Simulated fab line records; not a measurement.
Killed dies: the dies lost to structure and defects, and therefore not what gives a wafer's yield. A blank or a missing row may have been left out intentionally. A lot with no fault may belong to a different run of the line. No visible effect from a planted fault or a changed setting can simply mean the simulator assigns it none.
Check of tool commonality || flow sky130 || Lots sampled 12, wafers sampled 36

REASON IT WAS OPENED
SKY_VT_ADJUST_HVTR_TW_MEAS_11, reading VT_ADJUST_HVTR_TW: flagged on 3 of 12 lots. Fault-free wafers read 211.7, with a standard deviation of 1.7.
Rule: a lot is flagged when every wafer of it that has a number lies more than 4 standard deviations from that mean, or none has a number. The other lots count as sound.

{"lot": "L467", "measured": "day 10 04:13", "on": "film_metro-01", "VT_ADJUST_HVTR_TW, wafer by wafer": "209.2 208.8 208.8", "flag": ""}
{"lot": "L468", "measured": "day 10 04:59", "on": "film_metro-01", "VT_ADJUST_HVTR_TW, wafer by wafer": "209.2 209.0 209.0", "flag": ""}
{"lot": "L470", "measured": "day 11 02:38", "on": "film_metro-01", "VT_ADJUST_HVTR_TW, wafer by wafer": "210.9 210.4 211.6", "flag": ""}
{"lot": "L472", "measured": "day 11 13:29", "on": "film_metro-01", "VT_ADJUST_HVTR_TW, wafer by wafer": "211.3 210.9 210.7", "flag": ""}
{"lot": "L474", "measured": "day 11 21:07", "on": "film_metro-01", "VT_ADJUST_HVTR_TW, wafer by wafer": "211.4 211.2 211.8", "flag": ""}
{"lot": "L473", "measured": "day 11 22:55", "on": "film_metro-02", "VT_ADJUST_HVTR_TW, wafer by wafer": "212.1 212.7 212.3", "flag": ""}
{"lot": "L476", "measured": "day 12 05:23", "on": "film_metro-02", "VT_ADJUST_HVTR_TW, wafer by wafer": "215.3 215.4 215.4", "flag": ""}
{"lot": "L477", "measured": "day 12 15:47", "on": "film_metro-01", "VT_ADJUST_HVTR_TW, wafer by wafer": "210.4 210.1 210.4", "flag": ""}
{"lot": "L484", "measured": "day 14 16:49", "on": "film_metro-03", "VT_ADJUST_HVTR_TW, wafer by wafer": "259.3 259.5 262.6", "flag": "FLAGGED"}
{"lot": "L485", "measured": "day 14 23:04", "on": "film_metro-01", "VT_ADJUST_HVTR_TW, wafer by wafer": "255.1 256.4 256.6", "flag": "FLAGGED"}
{"lot": "L486", "measured": "day 15 10:29", "on": "film_metro-01", "VT_ADJUST_HVTR_TW, wafer by wafer": "256.8 256.5 257.0", "flag": "FLAGGED"}
{"lot": "L489", "measured": "day 16 13:41", "on": "film_metro-03", "VT_ADJUST_HVTR_TW, wafer by wafer": "212.8 211.4 213.7", "flag": ""}
The mean of the flagged lots' numbers is 257.8, +46.1 from the usual (+27 standard deviations).

TOOL THAT RAN EACH LOT
The record holds 1 process step before the reading, out of a route of 708 steps. Every cell lists first the tool, next ch and the chambers used by the sampled wafers, and last the start.
{"lot": "L467", "flag": "", "SKY_VT_ADJUST_HVTR_IMPLANT_09": "implanter-03 ch 0, day 10 03:58"}
{"lot": "L468", "flag": "", "SKY_VT_ADJUST_HVTR_IMPLANT_09": "implanter-03 ch 0, day 10 04:44"}
{"lot": "L470", "flag": "", "SKY_VT_ADJUST_HVTR_IMPLANT_09": "implanter-03 ch 0, day 11 02:23"}
{"lot": "L472", "flag": "", "SKY_VT_ADJUST_HVTR_IMPLANT_09": "implanter-02 ch 0, day 11 13:15"}
{"lot": "L474", "flag": "", "SKY_VT_ADJUST_HVTR_IMPLANT_09": "implanter-03 ch 0, day 11 20:52"}
{"lot": "L473", "flag": "", "SKY_VT_ADJUST_HVTR_IMPLANT_09": "implanter-03 ch 0, day 11 22:41"}
{"lot": "L476", "flag": "", "SKY_VT_ADJUST_HVTR_IMPLANT_09": "implanter-03 ch 0, day 12 05:10"}
{"lot": "L477", "flag": "", "SKY_VT_ADJUST_HVTR_IMPLANT_09": "implanter-01 ch 0, day 12 15:32"}
{"lot": "L484", "flag": "FLAGGED", "SKY_VT_ADJUST_HVTR_IMPLANT_09": "implanter-03 ch 0, day 14 16:16"}
{"lot": "L485", "flag": "FLAGGED", "SKY_VT_ADJUST_HVTR_IMPLANT_09": "implanter-02 ch 0, day 14 22:31"}
{"lot": "L486", "flag": "FLAGGED", "SKY_VT_ADJUST_HVTR_IMPLANT_09": "implanter-03 ch 0, day 15 09:46"}
{"lot": "L489", "flag": "", "SKY_VT_ADJUST_HVTR_IMPLANT_09": "implanter-01 ch 0, day 16 13:26"}
What the steps here do:
- SKY_VT_ADJUST_HVTR_IMPLANT_09
- SKY_VT_ADJUST_HVTR_TW_MEAS_11

FLAGGED OVER TOTAL, TOOL BY TOOL (the gauges that took the reading come last)
{"step": "SKY_VT_ADJUST_HVTR_IMPLANT_09", "tool": "implanter-01", "lots run": 2, "flagged": 0, "share of the flagged lots": "none", "sound lots run after its first flagged lot": "-"}
{"step": "SKY_VT_ADJUST_HVTR_IMPLANT_09", "tool": "implanter-02", "lots run": 2, "flagged": 1, "share of the flagged lots": "some", "sound lots run after its first flagged lot": 0}
{"step": "SKY_VT_ADJUST_HVTR_IMPLANT_09", "tool": "implanter-03", "lots run": 8, "flagged": 2, "share of the flagged lots": "some", "sound lots run after its first flagged lot": 0}
{"step": "SKY_VT_ADJUST_HVTR_TW_MEAS_11", "tool": "film_metro-01", "lots run": 8, "flagged": 2, "share of the flagged lots": "some", "sound lots run after its first flagged lot": 0}
{"step": "SKY_VT_ADJUST_HVTR_TW_MEAS_11", "tool": "film_metro-02", "lots run": 2, "flagged": 0, "share of the flagged lots": "none", "sound lots run after its first flagged lot": "-"}
{"step": "SKY_VT_ADJUST_HVTR_TW_MEAS_11", "tool": "film_metro-03", "lots run": 2, "flagged": 1, "share of the flagged lots": "some", "sound lots run after its first flagged lot": "1 (L489)"}

WHAT THE TABLE ALLOWS
No row of the table ran every flagged lot.

WHAT THE SIMULATOR PUT IN
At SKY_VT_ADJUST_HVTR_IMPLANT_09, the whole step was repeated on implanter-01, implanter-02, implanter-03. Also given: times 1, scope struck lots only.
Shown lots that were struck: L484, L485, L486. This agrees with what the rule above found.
